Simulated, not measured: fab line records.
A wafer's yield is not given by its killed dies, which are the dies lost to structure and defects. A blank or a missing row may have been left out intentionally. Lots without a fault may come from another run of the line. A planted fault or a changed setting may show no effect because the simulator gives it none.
fab line records + flow sky130
[record]
- lots = 5
- wafers = 14
- last_day = 49
route steps=708 shown LDD_P@261 LDD_HVN@267 LDD_HVP@278 PAD_OPEN@708
lots that met no fault: from a run of the same line without faults
start_h: the number of hours between the record's first day and the start of the first shown wafer of the lot + wait_h: hours elapsed since this lot's preceding step + " as in the row above + L1.1+2: one row covering several wafers at once + - no value, or no start given + * or withheld: withheld + < > ~ a bound
route shown NAME@n: a module of which the file shows steps, and the number in the route of the first + usual: average and standard deviation across the fault-free wafers + same: alike in all rows + chamber/n: place in a boat + sites: readings site by site + _std_site: how widely they spread, as a standard deviation + _edge_site: the outer-site mean with the inner-site mean subtracted + radius_mm: for every site, how far away it sits from the centre of the wafer + mask NAME#n: copy n + behind: the last tool/chamber to shape the wafer + hold: cause of the lot's hold/its duration in hours/its outcome + device: which transistor (n, p or np) failed to switch + end of line: at the end of the route, the tests of the same wafers + a step with no rows: only its recipe + killed: not the wafer's yield, but the dies lost to structure and defects at the first sort + map: the dies of a wafer, with x for killed, . for not killed, _ for no die there
set.NAME: the setting as run; set.NAME@STEP: as run at that earlier step + model.NAME: the simulator's own value behind a step, which no gauge read
a table for each step, a row for each wafer; lots at some steps of the route
services: the hour from which a tool's chamber was out of use, counted from the record's first day as start_h (under 0 if before that day), plus the number of hours and why
[[steps]]
[step SKY_LDD_P_DEVELOP_06]
[recipe]
- resist = NOVOLAK
- developer = TMAH
- develop_time_s = 60
- dev_temp_c = 23
[step SKY_LDD_P_CD_MEAS_07]
[recipe]
- target_cd_nm = 380
[usual]
- cd_nm = 380.4/2.7
| lot.wafer | tool      | chamber | start_h | wait_h | cd_nm |
|-----------|-----------|---------|---------|--------|-------|
| L145.2    | cd_sem-02 | -       | 444.34  | 0.1    | 379.4 |
| L145.3    | "         | -       | "       | "      | 376.7 |
| L145.4    | "         | -       | "       | "      | 380.1 |
| L146.1    | cd_sem-02 | -       | 445.43  | 0.1    | 380.3 |
| L146.2    | "         | -       | "       | "      | 377.1 |
| L146.6    | "         | -       | "       | "      | 379.8 |
| L148.2    | cd_sem-02 | -       | 477.95  | 0.1    | 380.4 |
| L148.3    | "         | -       | "       | "      | 378.8 |
| L148.5    | "         | -       | "       | "      | 377.8 |
| L153.2    | cd_sem-02 | -       | 535.74  | 0.1    | 375.4 |
| L153.3    | "         | -       | "       | "      | 373.3 |
| L153.4    | "         | -       | "       | "      | 376.8 |
| L162.2    | cd_sem-02 | -       | 593.63  | 0.2    | 387.6 |
| L162.6    | "         | -       | "       | "      | 384.3 |
[step SKY_LDD_P_OVL_MEAS_08]
[usual]
- LDD_P_OVL = 2.4/1.6
| lot.wafer | tool       | chamber | start_h | wait_h | LDD_P_OVL[nm] |
|-----------|------------|---------|---------|--------|---------------|
| L145.2    | overlay-02 | -       | 444.45  | 0.1    | 6.0           |
| L145.3    | "          | -       | "       | "      | 5.2           |
| L145.4    | "          | -       | "       | "      | 4.7           |
| L146.1    | overlay-01 | -       | 445.55  | 0.1    | 3.3           |
| L146.2    | "          | -       | "       | "      | 2.3           |
| L146.6    | "          | -       | "       | "      | 2.4           |
| L148.2    | overlay-01 | -       | 478.05  | 0.1    | 4.3           |
| L148.3    | "          | -       | "       | "      | 4.6           |
| L148.5    | "          | -       | "       | "      | 4.0           |
| L153.2    | overlay-01 | -       | 535.84  | 0.1    | 3.4           |
| L153.3    | "          | -       | "       | "      | 5.6           |
| L153.4    | "          | -       | "       | "      | 5.1           |
| L162.2    | overlay-02 | -       | 593.74  | 0.1    | 2.0           |
| L162.6    | "          | -       | "       | "      | 1.8           |
[step SKY_LDD_P_IMPLANT_09]
[recipe]
- species = BF2
- energy_kev = 25
- dose_cm2 = 1e+13
- tilt_deg = withheld
[step SKY_LDD_P_STRIP_10]
[recipe]
- chemistry = O2/N2
- power_w = 1400
- pressure_mtorr = 1500
- platen_temp_c = withheld
- o2_flow_sccm = 3000
- n2_flow_sccm = 300
- overash_fraction = 0.5
[usual]
- drypump_motor_current_A = 5.7/0.42
- oes_product_au = 0.716/0.0046
- strip_time_to_endpoint_s = 14.18/0.041
| lot.wafer | tool            | chamber | start_h | wait_h | drypump_motor_current_A | oes_product_au | rf_hours_counter_h | strip_time_to_endpoint_s |
|-----------|-----------------|---------|---------|--------|-------------------------|----------------|--------------------|--------------------------|
| L145.2    | plasma_asher-03 | 0       | 444.63  | 0.1    | 6.0                     | 0.711          | 2                  | 14.17                    |
| L145.3    | "               | 1       | "       | "      | 5.6                     | 0.716          | -                  | 14.20                    |
| L145.4    | "               | 0       | "       | "      | 6.0                     | 0.718          | -                  | 14.18                    |
| L146.1    | plasma_asher-03 | 1       | 445.79  | 0.1    | 5.6                     | 0.721          | 2                  | 14.12                    |
| L146.2    | "               | 0       | "       | "      | 6.0                     | 0.711          | 2                  | 14.15                    |
| L146.6    | "               | 1       | "       | "      | 5.7                     | 0.721          | -                  | 14.16                    |
| L148.2    | plasma_asher-03 | 1       | 478.23  | 0.1    | 5.6                     | 0.715          | 5                  | 14.21                    |
| L148.3    | "               | 0       | "       | "      | 6.0                     | 0.715          | -                  | 14.20                    |
| L148.5    | "               | 1       | "       | "      | 5.6                     | 0.711          | -                  | 14.22                    |
| L153.2    | plasma_asher-02 | 0       | 536.02  | 0.1    | 5.4                     | 0.706          | 85                 | 14.11                    |
| L153.3    | "               | 0       | "       | "      | 5.4                     | 0.710          | -                  | 14.19                    |
| L153.4    | "               | 1       | "       | "      | 5.5                     | 0.717          | -                  | 14.15                    |
| L162.2    | plasma_asher-02 | 0       | 593.92  | 0.1    | 5.4                     | 0.707          | 90                 | 14.20                    |
| L162.6    | "               | 1       | "       | "      | 5.5                     | 0.710          | -                  | 14.25                    |
[step SKY_LDD_P_TW_MEAS_11]
[usual]
- LDD_P_TW = 639/3
| lot.wafer | tool          | chamber | start_h | wait_h | LDD_P_TW |
|-----------|---------------|---------|---------|--------|----------|
| L145.2    | film_metro-03 | -       | 444.74  | 0.1    | 639      |
| L145.3    | "             | -       | "       | "      | 641      |
| L145.4    | "             | -       | "       | "      | 640      |
| L146.1    | film_metro-02 | -       | 445.89  | 0.1    | 638      |
| L146.2    | "             | -       | "       | "      | 635      |
| L146.6    | "             | -       | "       | "      | 634      |
| L148.2    | film_metro-03 | -       | 478.34  | 0.1    | 644      |
| L148.3    | "             | -       | "       | "      | 639      |
| L148.5    | "             | -       | "       | "      | 641      |
| L153.2    | film_metro-02 | -       | 536.13  | 0.1    | 638      |
| L153.3    | "             | -       | "       | "      | 641      |
| L153.4    | "             | -       | "       | "      | 638      |
| L162.2    | film_metro-02 | -       | 594.06  | 0.1    | 634      |
| L162.6    | "             | -       | "       | "      | 637      |
[step SKY_LDD_HVN_DEHYDRATE_00]
[recipe]
- temp_c = 200
- time_s = 60
[step SKY_LDD_HVN_HMDS_01]
[recipe]
- prime_time_s = 60
- prime_temp_c = 120
[step SKY_LDD_HVN_COAT_02]
[recipe]
- resist = NOVOLAK
- spin_rpm = 3000
- resist_thk_nm = 300
[step SKY_LDD_HVN_SOFTBAKE_03]
[recipe]
- temp_c = 90
- time_s = 60
- resist = NOVOLAK
[step SKY_LDD_HVN_EXPOSE_04]
[recipe]
- mask_id = HVNTM
- na = 0.6
- source_shape = conventional
- sigma_outer = 0.6
- polarization = unpolarized
- target_cd_nm = 700
- dose_mj = 127
[step SKY_LDD_HVN_PEB_05]
[recipe]
- temp_c = withheld
- time_s = *
- resist = NOVOLAK
[step SKY_LDD_HVN_DEVELOP_06]
[recipe]
- resist = NOVOLAK
- developer = TMAH
- develop_time_s = 60
- dev_temp_c = 23
| lot.wafer  | tool           | chamber | start_h | wait_h |
|------------|----------------|---------|---------|--------|
| L145.2+3+4 | litho_track-01 | 0       | 475.69  | 0.1    |
| L146.1+2+6 | litho_track-02 | 0       | 476.79  | 0.1    |
| L148.2+3+5 | litho_track-02 | 0       | 509.62  | 0.1    |
| L153.2+3+4 | litho_track-02 | 0       | 565.87  | 0.1    |
| L162.2+6   | litho_track-02 | 0       | 622.97  | 0.1    |
[step SKY_LDD_HVN_OVL_MEAS_07]
[usual]
- LDD_HVN_OVL = 1.2/1.5
| lot.wafer | tool       | chamber | start_h | wait_h | LDD_HVN_OVL[nm] |
|-----------|------------|---------|---------|--------|-----------------|
| L145.2    | overlay-01 | -       | 475.82  | 0.1    | 0.9             |
| L145.3    | "          | -       | "       | "      | 2.7             |
| L145.4    | "          | -       | "       | "      | 1.0             |
| L146.1    | overlay-01 | -       | 476.94  | 0.1    | 0.7             |
| L146.2    | "          | -       | "       | "      | 0.6             |
| L146.6    | "          | -       | "       | "      | 0.8             |
| L148.2    | overlay-01 | -       | 509.75  | 0.1    | 1.3             |
| L148.3    | "          | -       | "       | "      | 1.7             |
| L148.5    | "          | -       | "       | "      | -0.3            |
| L153.2    | overlay-02 | -       | 566.00  | 0.1    | -0.9            |
| L153.3    | "          | -       | "       | "      | -0.1            |
| L153.4    | "          | -       | "       | "      | -2.0            |
| L162.2    | overlay-01 | -       | 623.10  | 0.1    | 0.8             |
| L162.6    | "          | -       | "       | "      | 0.8             |
[step SKY_LDD_HVN_IMPLANT_08]
[recipe]
- species = P
- energy_kev = 60
- dose_cm2 = 3e+13
- tilt_deg = 40
[step SKY_LDD_HVN_STRIP_09]
[recipe]
- chemistry = O2/N2
- power_w = 1400
- pressure_mtorr = 1500
- platen_temp_c = withheld
- o2_flow_sccm = 3000
- n2_flow_sccm = 300
- overash_fraction = 0.5
[usual]
- drypump_motor_current_A = 5.7/0.42
- oes_product_au = 0.409/0.0046
- strip_time_to_endpoint_s = 4.132/0.013
| lot.wafer | tool            | chamber | start_h | wait_h | drypump_motor_current_A | oes_product_au | rf_hours_counter_h | strip_time_to_endpoint_s |
|-----------|-----------------|---------|---------|--------|-------------------------|----------------|--------------------|--------------------------|
| L145.2    | plasma_asher-04 | 1       | 476.00  | 0.1    | 5.4                     | 0.403          | 30                 | 4.143                    |
| L145.3    | "               | 0       | "       | "      | 6.6                     | 0.406          | -                  | 4.145                    |
| L145.4    | "               | 1       | "       | "      | 5.4                     | 0.410          | -                  | 4.133                    |
| L146.1    | plasma_asher-02 | 1       | 477.13  | 0.1    | 5.5                     | 0.415          | 79                 | 4.151                    |
| L146.2    | "               | 0       | "       | "      | 5.3                     | 0.401          | 79                 | 4.139                    |
| L146.6    | "               | 1       | "       | "      | 5.5                     | 0.396          | -                  | 4.142                    |
| L148.2    | plasma_asher-04 | 0       | 509.93  | 0.1    | 6.6                     | 0.413          | 33                 | 4.145                    |
| L148.3    | "               | 1       | "       | "      | 5.4                     | 0.406          | -                  | 4.119                    |
| L148.5    | "               | 0       | "       | "      | 6.6                     | 0.418          | -                  | 4.135                    |
| L153.2    | plasma_asher-04 | 0       | 566.18  | 0.1    | 6.6                     | 0.409          | 39                 | 4.145                    |
| L153.3    | "               | 1       | "       | "      | 5.4                     | 0.408          | -                  | 4.137                    |
| L153.4    | "               | 0       | "       | "      | 6.6                     | 0.404          | -                  | 4.126                    |
| L162.2    | plasma_asher-02 | 0       | 623.28  | 0.1    | 5.4                     | 0.411          | 93                 | 4.123                    |
| L162.6    | "               | 1       | "       | "      | 5.5                     | 0.406          | -                  | 4.127                    |
[step SKY_LDD_HVN_TW_MEAS_10]
[usual]
- LDD_HVN_TW = 1423/17
| lot.wafer | tool          | chamber | start_h | wait_h | LDD_HVN_TW |
|-----------|---------------|---------|---------|--------|------------|
| L145.2    | film_metro-02 | -       | 476.11  | 0.1    | 1437       |
| L145.3    | "             | -       | "       | "      | 1438       |
| L145.4    | "             | -       | "       | "      | 1441       |
| L146.1    | film_metro-04 | -       | 477.23  | 0.1    | 1446       |
| L146.2    | "             | -       | "       | "      | 1443       |
| L146.6    | "             | -       | "       | "      | 1444       |
| L148.2    | film_metro-01 | -       | 510.04  | 0.1    | 1398       |
| L148.3    | "             | -       | "       | "      | 1401       |
| L148.5    | "             | -       | "       | "      | 1404       |
| L153.2    | film_metro-04 | -       | 566.29  | 0.1    | 1450       |
| L153.3    | "             | -       | "       | "      | 1448       |
| L153.4    | "             | -       | "       | "      | 1438       |
| L162.2    | film_metro-01 | -       | 623.39  | 0.1    | 1404       |
| L162.6    | "             | -       | "       | "      | 1347       |
[step SKY_LDD_HVP_DEHYDRATE_00]
[recipe]
- temp_c = 200
- time_s = 60
[step SKY_PAD_OPEN_PROBE_99]
[usual]
- killed_at_M0_to_M3 = 44/7.7
- killed_at_M4_up = 3.0/1.9
- killed_at_contacts = 25/5.6
- killed_at_front_end = 15/4.6
- killed_at_other = 0.3/0.47
- killed_dies = 86/9.9
- killed_open = 47/7.4
- killed_short = 39/5.9
[same]
- gross_dies = 492
- killed_at_back_side = 0
| lot.wafer | tool      | chamber | start_h | wait_h | killed_at_M0_to_M3 | killed_at_M4_up | killed_at_contacts | killed_at_front_end | killed_at_other | killed_dies | killed_open | killed_short |
|-----------|-----------|---------|---------|--------|--------------------|-----------------|--------------------|---------------------|-----------------|-------------|-------------|--------------|
| L146.1    | prober-01 | -       | 1090.66 | 0.1    | 45                 | 2               | 22                 | 15                  | 0               | 84          | 45          | 39           |
| L146.2    | prober-01 | -       | 1090.71 | 0.1    | 49                 | 4               | 26                 | 17                  | 0               | 96          | 57          | 39           |
| L146.6    | prober-01 | -       | 1090.91 | 0.2    | 35                 | 4               | 20                 | 17                  | 0               | 76          | 38          | 38           |
| L148.2    | prober-01 | -       | 1110.29 | 0.1    | 52                 | 1               | 19                 | 16                  | 0               | 88          | 44          | 44           |
| L148.3    | prober-01 | -       | 1110.34 | 0.2    | 32                 | 3               | 24                 | 15                  | 0               | 74          | 37          | 37           |
| L148.5    | prober-01 | -       | 1110.44 | 0.2    | 40                 | 2               | 31                 | 14                  | 1               | 88          | 53          | 35           |
| L153.2    | prober-02 | -       | 1144.01 | 0.1    | 42                 | 2               | 19                 | 13                  | 1               | 77          | 45          | 32           |
| L153.3    | prober-02 | -       | 1144.06 | 0.2    | 52                 | 2               | 15                 | 20                  | 0               | 89          | 59          | 30           |
| L153.4    | prober-02 | -       | 1144.11 | 0.2    | 40                 | 3               | 14                 | 15                  | 1               | 73          | 41          | 32           |
| L162.2    | prober-02 | -       | 1179.77 | 0.1    | 46                 | 2               | 19                 | 8                   | 0               | 75          | 36          | 39           |
| L162.6    | prober-02 | -       | 1179.97 | 0.2    | 50                 | 0               | 21                 | 16                  | 0               | 87          | 46          | 41           |
// killed by level:class
L146.1 VIA1:geometric_particle:open=14 LI_CONTACT:geometric_particle:open=7 VIA2:geometric_particle:open=6 CONTACT:geometric_particle:short=6 VIA1:geometric_particle:short=6 METAL2:geometric_particle:short=6 POLY_GATE:geometric_particle:short=5 VIA3:geometric_particle:open=5
L146.2 CONTACT:geometric_particle:open=12 VIA3:geometric_particle:open=10 VIA1:geometric_particle:open=9 VIA2:geometric_particle:open=9 METAL2:geometric_particle:short=6 POLY_GATE:geometric_particle:open=5 POLY_GATE:geometric_particle:short=4 CONTACT:geometric_particle:short=4
L146.6 VIA1:geometric_particle:open=13 LOCAL_INTERCONNECT:geometric_particle:short=7 POLY_GATE:geometric_particle:short=6 VIA2:geometric_particle:short=6 CONTACT:geometric_particle:open=5 VIA2:geometric_particle:open=5 FIELD_ISO:geometric_particle:open=3 FIELD_ISO:geometric_particle:short=3
L148.2 VIA1:geometric_particle:open=10 VIA3:geometric_particle:open=8 VIA3:geometric_particle:short=7 VIA2:geometric_particle:open=7 CONTACT:geometric_particle:open=6 VIA1:geometric_particle:short=5 SONOS_ONO:geometric_particle:short=5 FIELD_ISO:geometric_particle:short=4
L148.3 CONTACT:geometric_particle:open=9 VIA1:geometric_particle:open=9 CONTACT:geometric_particle:short=7 FIELD_ISO:geometric_particle:short=5 LI_CONTACT:geometric_particle:open=5 METAL1:geometric_particle:short=5 VIA1:geometric_particle:short=4 VIA3:geometric_particle:open=4
L148.5 LI_CONTACT:geometric_particle:open=13 CONTACT:geometric_particle:open=8 VIA1:geometric_particle:open=8 VIA3:geometric_particle:open=8 POLY_GATE:geometric_particle:open=5 METAL1:geometric_particle:short=5 VIA2:geometric_particle:open=5 LI_CONTACT:geometric_particle:short=4
L153.2 VIA1:geometric_particle:open=14 METAL2:geometric_particle:short=6 CONTACT:geometric_particle:open=5 VIA3:geometric_particle:open=5 FIELD_ISO:geometric_particle:short=4 LI_CONTACT:geometric_particle:open=4 LOCAL_INTERCONNECT:geometric_particle:short=4 METAL1:geometric_particle:short=4
L153.3 VIA1:geometric_particle:open=15 FIELD_ISO:geometric_particle:open=12 VIA2:geometric_particle:open=8 VIA3:geometric_particle:open=8 LI_CONTACT:geometric_particle:open=5 METAL1:geometric_particle:short=5 VIA1:geometric_particle:short=5 METAL2:geometric_particle:short=5
L153.4 VIA1:geometric_particle:open=14 CONTACT:geometric_particle:open=7 FIELD_ISO:geometric_particle:open=4 POLY_GATE:geometric_particle:open=4 VIA3:geometric_particle:open=4 METAL2:geometric_particle:short=4 POLY_GATE:geometric_particle:short=3 LI_CONTACT:geometric_particle:open=3
L162.2 VIA1:geometric_particle:open=16 VIA1:geometric_particle:short=7 CONTACT:geometric_particle:open=6 VIA2:geometric_particle:open=6 CONTACT:geometric_particle:short=5 VIA2:geometric_particle:short=5 METAL3:geometric_particle:short=5 SONOS_ONO:geometric_particle:short=3
L162.6 CONTACT:geometric_particle:open=9 VIA2:geometric_particle:open=8 VIA1:geometric_particle:short=7 VIA1:geometric_particle:open=7 VIA3:geometric_particle:open=6 POLY_GATE:geometric_particle:short=5 LI_CONTACT:geometric_particle:open=5 VIA3:geometric_particle:short=5
[[services]]
| tool            | chamber | start_h | hours | kind       |
|-----------------|---------|---------|-------|------------|
| plasma_asher-03 | -       | 421.25  | 9.0   | pm         |
| plasma_asher-03 | 0       | 421.25  | 9.0   | vent_cycle |
| plasma_asher-03 | 1       | 421.25  | 9.0   | vent_cycle |
| plasma_asher-03 | 0       | 430.25  | -     | clean      |
| plasma_asher-03 | 1       | 430.25  | -     | clean      |
| plasma_asher-03 | -       | 516.59  | 2.8   | pm         |
[[key]]
[first_sign]
- step = SKY_LDD_HVN_TW_MEAS_10
- reading = LDD_HVN_TW
- direction = down
- sigmas = 4.4
- usual = 1423
- struck = 1347
effect none on later readings
met_at SKY_LDD_HVN_DEVELOP_06
struck_wafers L162.6
tester_left_out L162
onset_between 565.87 622.97
[fault]
- kind = process_parameter_drift
- tool = litho_track-02
- chamber = -
- onset_h = 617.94
- steps = SKY_LDD_HVN_DEVELOP_06
- channel = develop_time_s
- offset = *
- shape = step
- end_h = 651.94
- scope = struck_wafers_only
- acts_in = *
- stated = *
// tester_left_out: of these lots the tester's yield and bins aren't shown, on N5 and GAA mostly nor the transistor test; their killed dies are dies lost to structure and defects alone, not to doping, threshold or leakage, so they don't give the yield
